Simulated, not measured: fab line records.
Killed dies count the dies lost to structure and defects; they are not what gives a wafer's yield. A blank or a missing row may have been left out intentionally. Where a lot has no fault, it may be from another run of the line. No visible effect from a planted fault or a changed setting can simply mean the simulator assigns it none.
fab line records	flow sky130
record lots=10	wafers=30	lastDay=50
route steps=708 shown VIA1@473 METAL2@483 PAD_OPEN@708
lots with no fault: from the same line, run without faults
startH: the number of hours between the record's first day and the start of the first shown wafer of the lot	waitH: time in hours since the lot's previous step	" unchanged from the row above	L1.1+2: one row covering several wafers at once	- value missing, or start not given	* or withheld: withheld	< > ~ a bound
route shown NAME@n: names a module that has steps shown in the file, with the first one's number in the route	usual: the fault-free wafers' mean and standard deviation	same: alike in all rows	chamber/n: place in a boat	sites: readings site by site	_std_site: standard deviation across them	_edge_site: outer sites' mean less inner sites'	radiusMm: for every site, how far away it sits from the centre of the wafer	mask NAME#n: copy n	behind: the tool/chamber that last shaped the wafer	hold: the reason the lot was held/the length of the hold in hours/how it ended	device: which transistor (n, p or np) failed to switch	end of line: tests of these same wafers at the route's end	where a step has no rows: the recipe by itself	killed: dies that structure and defects cost at the first sort, which is not the same as the wafer's yield	map: per-die view of a wafer (x killed, . not killed, _ where there is no die)
set.NAME: setting as actually run; set.NAME@STEP: the setting as run at that earlier step	model.NAME: the simulator's own value behind a step, which no gauge read
one table for each step of the route and one row for each wafer, over a sample of lots
services: the hour from which a tool's chamber was out of use, counted from the record's first day as startH (under 0 if before that day), plus the number of hours and why
## steps
# step SKY_VIA1_ETCH_15
# recipe target=SiO2	chemistry=C4F8/O2/Ar	targetDepthNm=351	stopOn=TiN	maskMaterial=KrF-thick	sourceW=1500	biasW=1156	pressureMtorr=40	c4f8FlowSccm=withheld	O2_flow_sccm=6	Ar_flow_sccm=300	timeS=54
# usual oesProductAu=0.981/0.0052
# same timeS=54
lot.wafer	tool	chamber	startH	waitH	oesProductAu	rfHoursCounterH
L568.2	rieDiel-03	2	833.92	0.0	0.980	10
L568.4	"	3	"	"	0.975	7
L568.5	"	2	"	"	0.975	-
L571.2	rieDiel-04	1	845.28	0.0	0.972	1
L571.3	"	2	"	"	0.975	12
L571.5	"	3	"	"	0.984	-
L574.2	rieDiel-02	1	853.17	0.0	0.979	7
L574.3	"	0	"	"	0.990	16
L574.4	"	1	"	"	0.981	-
L576.1	rieDiel-03	1	871.38	0.0	0.975	10
L576.2	"	3	"	"	0.983	7
L576.5	"	1	"	"	0.968	-
L577.1	rieDiel-03	0	885.29	0.0	0.978	3
L577.3	"	1	"	"	0.975	11
L577.6	"	0	"	"	0.979	-
L579.1	rieDiel-02	0	887.87	0.0	0.983	17
L579.2	"	2	"	"	0.979	18
L579.4	"	1	"	"	0.982	8
L585.2	rieDiel-02	0	934.87	0.0	0.981	19
L585.4	"	2	"	"	0.977	19
L585.6	"	2	"	"	0.983	-
L586.2	rieDiel-03	1	945.52	0.0	0.983	12
L586.3	"	0	"	"	0.971	5
L586.4	"	2	"	"	0.978	13
L587.2	rieDiel-03	2	951.12	0.0	0.975	13
L587.4	"	1	"	"	0.980	13
L587.5	"	0	"	"	0.972	-
L589.2	rieDiel-02	0	958.22	0.0	0.982	20
L589.5	"	1	"	"	0.984	-
L589.6	"	2	"	"	0.988	-
# step SKY_VIA1_CVD_21
# recipe material=W	targetThkNm=270	timeS=80.902	tempC=400	pressureTorr=40
# usual heaterPowerW=947/120
lot.wafer	tool	chamber	startH	waitH	heaterPowerW	sinceWetCleanH
L568.2	cvdW-02	0	834.62	0.0	1127	431
L568.4	"	0	"	"	1126	-
L568.5	"	0	"	"	1120	-
L571.2	cvdW-01	0	846.03	0.0	838	942
L571.3	"	0	"	"	840	-
L571.5	"	0	"	"	834	-
L574.2	cvdW-02	0	853.87	0.0	1118	450
L574.3	"	1	"	"	882	-
L574.4	"	0	"	"	1096	-
L576.1	cvdW-02	0	872.09	0.0	1089	468
L576.2	"	1	"	"	916	468
L576.5	"	0	"	"	1091	-
L577.1	cvdW-02	0	885.99	0.0	1089	482
L577.3	"	1	"	"	930	-
L577.6	"	1	"	"	912	-
L579.1	cvdW-02	1	888.57	0.0	898	485
L579.2	"	0	"	"	1119	485
L579.4	"	0	"	"	1097	-
L585.2	cvdW-01	0	935.57	0.0	758	18
L585.4	"	1	"	"	843	-
L585.6	"	1	"	"	846	-
L586.2	cvdW-02	1	946.22	0.0	914	542
L586.3	"	1	"	"	899	-
L586.4	"	0	"	"	1122	-
L587.2	cvdW-02	1	951.83	0.0	908	548
L587.4	"	0	"	"	1128	-
L587.5	"	1	"	"	908	-
L589.2	cvdW-02	1	958.93	0.0	956	555
L589.5	"	0	"	"	1119	-
L589.6	"	1	"	"	913	-
# step SKY_VIA1_RS_MEAS_22
# recipe thkMeasGauge=four-point-probe	reads=W_of_VIA1_CVD_21+TiN_of_VIA1_SPUTTER_20
# usual VIA1_W_RS=0.424/0.0073
lot.wafer	tool	chamber	startH	waitH	VIA1_W_RS[ohm/sq]
L568.2	filmMetro-04	-	834.73	0.1	0.426
L568.4	"	-	"	"	0.425
L568.5	"	-	"	"	0.427
L571.2	filmMetro-01	-	846.14	0.1	0.416
L571.3	"	-	"	"	0.414
L571.5	"	-	"	"	0.424
L574.2	filmMetro-04	-	853.99	0.1	0.426
L574.3	"	-	"	"	0.418
L574.4	"	-	"	"	0.424
L576.1	filmMetro-01	-	872.18	0.1	0.483
L576.2	"	-	"	"	0.469
L576.5	"	-	"	"	0.478
L577.1	filmMetro-01	-	886.08	0.1	0.480
L577.3	"	-	"	"	0.470
L577.6	"	-	"	"	0.471
L579.1	filmMetro-01	-	888.67	0.1	0.461
L579.2	"	-	"	"	0.474
L579.4	"	-	"	"	0.470
L585.2	filmMetro-02	-	935.68	0.1	0.418
L585.4	"	-	"	"	0.408
L585.6	"	-	"	"	0.403
L586.2	filmMetro-02	-	946.34	0.1	0.426
L586.3	"	-	"	"	0.425
L586.4	"	-	"	"	0.430
L587.2	filmMetro-02	-	951.94	0.1	0.425
L587.4	"	-	"	"	0.431
L587.5	"	-	"	"	0.429
L589.2	filmMetro-02	-	959.04	0.1	0.427
L589.5	"	-	"	"	0.435
L589.6	"	-	"	"	0.429
# step SKY_VIA1_THK_MEAS_23
# recipe thkMeasGauge=xrf	reads=W_of_VIA1_CVD_21
# usual VIA1_W_THK=272/5.4
lot.wafer	tool	chamber	startH	waitH	VIA1_W_THK[nm]
L568.2	filmMetro-04	-	834.84	0.1	270
L568.4	"	-	"	"	270
L568.5	"	-	"	"	270
L571.2	filmMetro-01	-	846.25	0.1	275
L571.3	"	-	"	"	278
L571.5	"	-	"	"	271
L574.2	filmMetro-04	-	854.10	0.1	273
L574.3	"	-	"	"	280
L574.4	"	-	"	"	275
L576.1	filmMetro-01	-	872.30	0.1	238
L576.2	"	-	"	"	244
L576.5	"	-	"	"	239
L577.1	filmMetro-01	-	886.20	0.1	239
L577.3	"	-	"	"	243
L577.6	"	-	"	"	243
L579.1	filmMetro-01	-	888.79	0.1	249
L579.2	"	-	"	"	243
L579.4	"	-	"	"	243
L585.2	filmMetro-02	-	935.79	0.1	275
L585.4	"	-	"	"	283
L585.6	"	-	"	"	286
L586.2	filmMetro-02	-	946.45	0.1	273
L586.3	"	-	"	"	274
L586.4	"	-	"	"	271
L587.2	filmMetro-02	-	952.05	0.1	272
L587.4	"	-	"	"	268
L587.5	"	-	"	"	271
L589.2	filmMetro-02	-	959.15	0.1	271
L589.5	"	-	"	"	268
L589.6	"	-	"	"	272
# step SKY_VIA1_CMP_24
# recipe stopOn=SiO2	tOverpolishS=15	downForcePsi=3.5	platenRpm=60	targetThkNm=0	padVelocityMS=0.94248
# usual motorCurrentA=11.0/0.8	retainingRingPressureFrac=1.000/0.005	timeToEndpointS=65.5/2.8
lot.wafer	tool	chamber	startH	waitH	motorCurrentA	retainingRingPressureFrac	timeToEndpointS
L568.2	cmp-02	1	834.99	0.1	10.7	1.003	65.9
L568.4	"	2	"	"	9.8	0.989	69.8
L568.5	"	0	"	"	11.2	0.997	67.3
L571.3	cmp-02	2	846.30	0.0	10.4	0.986	63.4
L571.2	"	3	"	"	10.7	1.009	63.5
L571.5	"	2	"	"	10.1	0.991	62.6
L574.2	cmp-02	0	854.15	0.0	11.5	1.001	65.5
L574.4	"	1	"	"	11.0	0.998	64.3
L574.3	"	2	"	"	10.2	0.997	62.7
L576.2	cmp-02	2	872.36	0.0	9.8	1.001	58.2
L576.1	"	1	"	"	11.5	0.992	57.2
L576.5	"	3	"	"	11.1	1.004	55.5
L577.1	cmp-01	3	887.47	1.3	11.1	0.997	59.2
L577.3	"	2	"	"	11.1	0.988	57.4
L577.6	"	3	"	"	11.2	0.999	58.4
L579.2	cmp-02	3	888.85	0.0	10.7	0.997	58.6
L579.4	"	0	"	"	11.6	1.005	58.2
L579.1	"	2	"	"	10.5	0.997	60.5
L585.4	cmp-02	0	935.84	0.0	11.8	0.997	66.3
L585.2	"	1	"	"	10.8	1.003	64.1
L585.6	"	1	"	"	11.3	1.008	70.8
L586.2	cmp-02	1	946.50	0.0	10.7	1.000	65.8
L586.3	"	2	"	"	10.1	0.999	59.3
L586.4	"	0	"	"	11.6	0.993	63.8
L587.2	cmp-01	2	952.10	0.0	11.0	1.001	61.6
L587.4	"	0	"	"	10.4	1.001	66.2
L587.5	"	3	"	"	11.1	1.000	63.1
L589.2	cmp-02	1	959.42	0.3	11.2	1.002	63.4
L589.5	"	1	"	"	11.3	1.002	62.4
L589.6	"	2	"	"	9.9	0.996	62.3
# step SKY_METAL2_SPUTTER_00
# recipe material=Ti	targetThkNm=15	powerW=3000	timeS=10	chamberPressurePa=0.4
# usual throttleValvePct=30.5/0.87
# same timeS=10
lot.wafer	tool	chamber	startH	waitH	throttleValvePct
L568.2	pvdSputter-03	-	835.19	0.1	31.7
L568.4	"	-	"	"	30.2
L568.5	"	-	"	"	31.8
L571.2	pvdSputter-01	-	846.60	0.2	30.2
L571.3	"	-	"	"	30.3
L571.5	"	-	"	"	30.5
L574.2	pvdSputter-03	-	854.45	0.2	30.6
L574.3	"	-	"	"	31.7
L574.4	"	-	"	"	30.1
L576.1	pvdSputter-04	-	872.66	0.1	31.1
L576.2	"	-	"	"	30.4
L576.5	"	-	"	"	30.9
L577.1	pvdSputter-03	-	887.77	0.2	31.6
L577.3	"	-	"	"	30.4
L577.6	"	-	"	"	32.0
L579.1	pvdSputter-03	-	889.15	0.1	31.6
L579.2	"	-	"	"	30.3
L579.4	"	-	"	"	31.3
L585.2	pvdSputter-01	-	936.14	0.2	30.6
L585.4	"	-	"	"	28.0
L585.6	"	-	"	"	30.4
L586.2	pvdSputter-03	-	946.80	0.2	31.2
L586.3	"	-	"	"	30.7
L586.4	"	-	"	"	31.9
L587.2	pvdSputter-03	-	952.40	0.2	30.3
L587.4	"	-	"	"	30.6
L587.5	"	-	"	"	30.4
L589.2	pvdSputter-03	-	959.72	0.2	31.2
L589.5	"	-	"	"	31.3
L589.6	"	-	"	"	30.7
# step SKY_METAL2_SPUTTER_01
# recipe material=TiN	targetThkNm=20	powerW=6500	timeS=16.7	chamberPressurePa=0.4
# usual throttleValvePct=30.5/0.89
# same timeS=16.7
lot.wafer	tool	chamber	startH	waitH	throttleValvePct
L568.2	pvdSputter-03	-	835.22	0.0	31.8
L568.4	"	-	"	"	30.5
L568.5	"	-	"	"	31.8
L571.2	pvdSputter-01	-	846.62	0.0	30.2
L571.3	"	-	"	"	30.4
L571.5	"	-	"	"	30.3
L574.2	pvdSputter-03	-	854.47	0.0	30.4
L574.3	"	-	"	"	31.8
L574.4	"	-	"	"	30.4
L576.1	pvdSputter-04	-	872.68	0.0	31.4
L576.2	"	-	"	"	30.6
L576.5	"	-	"	"	30.8
L577.1	pvdSputter-03	-	887.79	0.0	31.8
L577.3	"	-	"	"	30.3
L577.6	"	-	"	"	31.9
L579.1	pvdSputter-03	-	889.17	0.0	32.1
L579.2	"	-	"	"	30.2
L579.4	"	-	"	"	31.3
L585.2	pvdSputter-01	-	936.17	0.0	30.6
L585.4	"	-	"	"	28.0
L585.6	"	-	"	"	30.8
L586.2	pvdSputter-03	-	946.82	0.0	31.4
L586.3	"	-	"	"	30.2
L586.4	"	-	"	"	31.9
L587.2	pvdSputter-03	-	952.42	0.0	30.3
L587.4	"	-	"	"	30.5
L587.5	"	-	"	"	30.6
L589.2	pvdSputter-03	-	959.74	0.0	31.2
L589.5	"	-	"	"	31.2
L589.6	"	-	"	"	30.4
# step SKY_PAD_OPEN_PROBE_99
# usual defectLimitedYield=82.3/1.9	killed_at_M0_to_M3=44/7.3	killed_at_M4_up=3.4/1.7	killedAtContacts=24/5.3	killedAtFrontEnd=15/4.1	killedAtOther=0.4/0.68	killedDies=87/9.5	killedOpen=48/7.1	killedShort=39/5.8	sort_bin_3_pad_short=0.8/0.39	sort_bin_5_function=10.4/1.4	sort_bin_6_memory=6.5/1.1	sortNPass=405/9.5	sortYieldPct=82.3/1.9
# same grossDies=492	killedAtBackSide=0	sort_bin_4_leakage[%]=0	sort_bin_8_speed[%]=0
lot.wafer	tool	chamber	startH	waitH	defectLimitedYield[%]	killed_at_M0_to_M3	killed_at_M4_up	killedAtContacts	killedAtFrontEnd	killedAtOther	killedDies	killedOpen	killedShort	sort_bin_3_pad_short[%]	sort_bin_5_function[%]	sort_bin_6_memory[%]	sortNPass	sortYieldPct[%]
L574.2	prober-02	-	1122.45	0.1	82.7	36	4	24	21	0	85	45	40	0.4	9.6	7.3	407	82.7
L574.3	prober-02	-	1122.50	0.2	82.3	47	1	29	10	0	87	52	35	0.6	10.8	6.3	405	82.3
L574.4	prober-02	-	1122.55	0.2	83.9	39	6	22	11	1	79	40	39	1.0	8.9	6.1	413	83.9
L576.1	prober-02	-	1135.04	0.1	87.4	25	5	23	9	0	62	30	32	0.6	8.7	3.3	430	87.4
L576.2	prober-02	-	1135.09	0.1	83.9	48	2	16	13	0	79	47	32	0.6	10.8	4.7	413	83.9
L576.5	prober-02	-	1135.24	0.2	80.7	44	8	29	14	0	95	38	57	1.0	10.8	7.5	397	80.7
# killed by level:class
L574.2 FIELD_ISO:geometricParticle:short=8 CONTACT:geometricParticle:open=8 METAL2:geometricParticle:short=6 VIA3:geometricParticle:open=6 VIA1:geometricParticle:open=6 POLY_GATE:geometricParticle:open=5 LOCAL_INTERCONNECT:geometricParticle:short=5 POLY_GATE:geometricParticle:short=4
L574.3 VIA3:geometricParticle:open=11 LI_CONTACT:geometricParticle:open=10 CONTACT:geometricParticle:open=9 VIA1:geometricParticle:open=7 METAL2:geometricParticle:short=5 CONTACT:geometricParticle:short=5 VIA2:geometricParticle:open=5 FIELD_ISO:geometricParticle:open=4
L574.4 CONTACT:geometricParticle:open=9 VIA1:geometricParticle:open=8 VIA2:geometricParticle:open=7 VIA3:geometricParticle:open=7 METAL4:geometricParticle:short=6 CONTACT:geometricParticle:short=6 LOCAL_INTERCONNECT:geometricParticle:short=4 METAL1:geometricParticle:short=4
L576.1 LI_CONTACT:geometricParticle:open=8 LOCAL_INTERCONNECT:geometricParticle:short=6 VIA1:geometricParticle:short=5 VIA1:geometricParticle:open=4 CONTACT:geometricParticle:short=4 CONTACT:geometricParticle:open=4 FIELD_ISO:geometricParticle:open=3 METAL2:geometricParticle:short=3
L576.2 VIA2:geometricParticle:open=13 CONTACT:geometricParticle:open=7 VIA1:geometricParticle:open=7 METAL1:geometricParticle:short=6 VIA3:geometricParticle:open=5 POLY_GATE:geometricParticle:short=4 VIA3:geometricParticle:short=4 METAL2:geometricParticle:short=4
L576.5 METAL2:geometricParticle:short=8 VIA3:geometricParticle:open=8 CONTACT:geometricParticle:open=7 CONTACT:geometricParticle:short=7 FIELD_ISO:geometricParticle:short=6 LOCAL_INTERCONNECT:geometricParticle:short=6 VIA1:geometricParticle:short=6 METAL4:geometricParticle:short=6
## services
tool	chamber	startH	hours	kind
pvdSputter-04	-	813.47	4.0	repair
pvdSputter-03	-	820.28	5.5	repair
cmp-02	-	821.63	5.8	pm
rieDiel-02	3	847.18	13.4	repair
rieDiel-03	0	854.62	2.7	repair
cvdW-01	1	860.58	-	calibration
cvdW-02	-	861.96	0.3	repair
cmp-01	-	883.55	3.3	repair
cmp-02	-	884.73	3.4	repair
cmp-01	-	889.07	6.7	repair
cmp-02	-	889.42	0.8	repair
rieDiel-03	1	893.60	2.9	repair
rieDiel-02	2	899.55	14.0	repair
rieDiel-03	3	901.98	11.4	repair
rieDiel-02	3	902.73	4.0	repair
cvdW-01	-	904.00	14.0	pm
cvdW-01	0	904.00	14.0	ventCycle
cmp-01	-	912.00	4.0	pm
cmp-02	-	917.92	3.2	repair
pvdSputter-01	0	938.99	-	consumableReplace:kit
pvdSputter-01	0	938.99	18.0	scheduledDown
pvdSputter-01	0	938.99	18.0	ventCycle
rieDiel-03	-	955.67	0.3	repair
cmp-01	-	956.21	36.2	repair
## key
firstSign step=SKY_VIA1_RS_MEAS_22	reading=VIA1_W_RS	direction=up	sigmas=6.6	usual=0.424	struck=0.473
effect step=SKY_VIA1_THK_MEAS_23	reading=VIA1_W_THK	direction=down	sigmas=5.4	usual=272	struck=242
effect step=SKY_VIA1_CMP_24	reading=timeToEndpointS	direction=down	sigmas=2.7	usual=*	struck=*
metAt SKY_VIA1_CVD_21
struckLots L576,L577,L579
notActingAt SKY_VIA1_ETCH_15,SKY_METAL2_SPUTTER_00,SKY_METAL2_SPUTTER_01
onsetBetween 853.87 872.09
fault kind=processParameterDrift	tool=cvdW-02	chamber=-	onsetH=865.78	steps=SKY_VIA1_CVD_21	channel=targetThkNm	offset=-24.201	shape=step	endH=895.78	actsIn=theseRecipesOnly	stated=270
